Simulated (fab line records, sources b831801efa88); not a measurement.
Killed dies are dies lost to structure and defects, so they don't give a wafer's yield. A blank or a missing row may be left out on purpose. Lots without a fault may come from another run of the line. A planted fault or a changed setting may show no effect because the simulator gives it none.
Which tool did it? | flow sky130 | 15 lots, 45 wafers sampled, at 3 steps of a route of 708

WHAT THE GAUGES READ, wafer by wafer
SKY_NWELL_TW_MEAS_15. Usual: NWELL_TW 1807, standard deviation 12.
lot  | measured    | on            | NWELL_TW                      | flag
L850 | day 4 19:43 | film_metro-03 | 1821 1809 1813                |
L852 | day 5 01:09 | film_metro-01 | 1803 1801 1794                |
L851 | day 5 04:41 | film_metro-04 | 1814 1806 1821                |
L854 | day 5 16:39 | film_metro-01 | 1784 1794 1791                |
L856 | day 6 06:50 | film_metro-01 | 1789 1790 1805                |
L857 | day 6 13:26 | film_metro-01 | 2224 2223 2233 2216 2224 2222 | OFF
L858 | day 6 13:11 | film_metro-03 | 1815 1804 1809                |
L861 | day 7 09:25 | film_metro-04 | 1810 1812 1821                |
L862 | day 7 11:19 | film_metro-04 | 2230 2250 2226 2237 2237 2241 | OFF
L865 | day 8 13:29 | film_metro-01 | 2247 2251 2236 2244 2236 2232 | OFF
L868 | day 8 23:30 | film_metro-01 | 1811 1805 1807                |
L869 | day 9 04:13 | film_metro-01 | 1796 1802 1803                |
L870 | day 9 14:34 | film_metro-01 | 1782 1794 1793                |
L871 | day 9 19:54 | film_metro-03 | 1824 1806 1824                |
L872 | day 9 22:01 | film_metro-04 | 1819 1817 1814                |

SKY_NWELL_RS_MEAS_29: measures by four-point-probe. Usual: NWELL_RS 624.7 ohm/sq, standard deviation 2.
lot  | measured     | on            | NWELL_RS (ohm/sq)                   | flag
L850 | day 5 14:38  | film_metro-03 | 622.6 623.2 620.6                   |
L852 | day 5 20:07  | film_metro-03 | 620.1 622.0 622.7                   |
L851 | day 5 23:14  | film_metro-04 | 626.0 626.1 625.5                   |
L854 | day 6 10:38  | film_metro-01 | 629.3 626.6 627.4                   |
L856 | day 7 02:53  | film_metro-03 | 623.6 622.3 623.5                   |
L857 | day 7 08:29  | film_metro-01 | 431.7 431.0 430.9 431.3 430.4 430.1 | OFF
L858 | day 7 08:47  | film_metro-03 | 622.0 621.5 624.7                   |
L861 | day 8 05:46  | film_metro-03 | 625.7 624.0 621.9                   |
L862 | day 8 07:40  | film_metro-01 | 431.6 432.4 432.1 432.0 431.9 432.0 | OFF
L865 | day 9 10:28  | film_metro-01 | 430.7 431.0 430.4 431.2 431.0 430.8 | OFF
L868 | day 9 20:45  | film_metro-01 | 624.7 623.9 625.8                   |
L869 | day 10 02:03 | film_metro-03 | 622.2 625.0 625.1                   |
L870 | day 10 12:53 | film_metro-04 | 626.7 627.1 626.4                   |
L871 | day 10 17:56 | film_metro-03 | 622.0 622.1 622.9                   |
L872 | day 10 20:27 | film_metro-01 | 628.9 628.3 627.1                   |

WHICH TOOL RAN EACH LOT (tool, then ch and the chambers of the sampled wafers, then the start)
lot  | SKY_NWELL_IMPLANT_11
L850 | implanter-04 ch 0, day 4 19:11
L852 | implanter-03 ch 0, day 5 00:38
L851 | implanter-02 ch 0, day 5 04:08
L854 | implanter-03 ch 0, day 5 16:06
L856 | implanter-03 ch 0, day 6 06:19
L857 | implanter-04 ch 0, day 6 12:34
L858 | implanter-03 ch 0, day 6 12:38
L861 | implanter-04 ch 0, day 7 08:52
L862 | implanter-02 ch 0, day 7 10:27
L865 | implanter-03 ch 0, day 8 12:35
L868 | implanter-04 ch 0, day 8 22:57
L869 | implanter-03 ch 0, day 9 03:40
L870 | implanter-02 ch 0, day 9 14:01
L871 | implanter-03 ch 0, day 9 19:21
L872 | implanter-03 ch 0, day 9 21:30
- SKY_NWELL_IMPLANT_11

WHAT THE TOOLS THEMSELVES READ (means of the sampled wafers that have a number; where no wafer has one, the mark that the record gives instead)
SKY_NWELL_IMPLANT_11. Usual: dose_ions_cm2 1.9003e+13, standard deviation 2.3e+10.
lot  | tool         | dose_ions_cm2 | flag
L850 | implanter-04 | 1.8956e+13    |
L852 | implanter-03 | 1.8975e+13    |
L851 | implanter-02 | 1.9002e+13    |
L854 | implanter-03 | 1.8990e+13    |
L856 | implanter-03 | 1.9023e+13    |
L857 | implanter-04 | 1.9004e+13    |
L858 | implanter-03 | 1.8965e+13    |
L861 | implanter-04 | 1.9011e+13    |
L862 | implanter-02 | 1.9001e+13    |
L865 | implanter-03 | 1.9011e+13    |
L868 | implanter-04 | 1.8996e+13    |
L869 | implanter-03 | 1.9005e+13    |
L870 | implanter-02 | 1.9017e+13    |
L871 | implanter-03 | 1.9012e+13    |
L872 | implanter-03 | 1.9026e+13    |

THE ANSWER, worked out from the rows above alone
Rule: a lot is off if the mean of its wafers that have a number lies more than 3 standard deviations from the usual mean. A lot without any number at a reading at which 4 lots or more have one is off too. The other lots that the step has rows for count as sound. The gauges are gone through in route order, then the tools' own readings, and for those a lot's mean is taken as printed above. The first step at which some lot is off is used, and at that step the reading that is off furthest; a lot without a number counts as furthest.
Off: L857, L862, L865, at SKY_NWELL_TW_MEAS_15 (NWELL_TW).
A tool fits if, at a process step before that reading, it ran every lot that is off, and no sound lot after the first of them. The gauges at SKY_NWELL_TW_MEAS_15 are tried like those tools. None of those tried fits.

WHAT THE SIMULATOR HAD PUT IN
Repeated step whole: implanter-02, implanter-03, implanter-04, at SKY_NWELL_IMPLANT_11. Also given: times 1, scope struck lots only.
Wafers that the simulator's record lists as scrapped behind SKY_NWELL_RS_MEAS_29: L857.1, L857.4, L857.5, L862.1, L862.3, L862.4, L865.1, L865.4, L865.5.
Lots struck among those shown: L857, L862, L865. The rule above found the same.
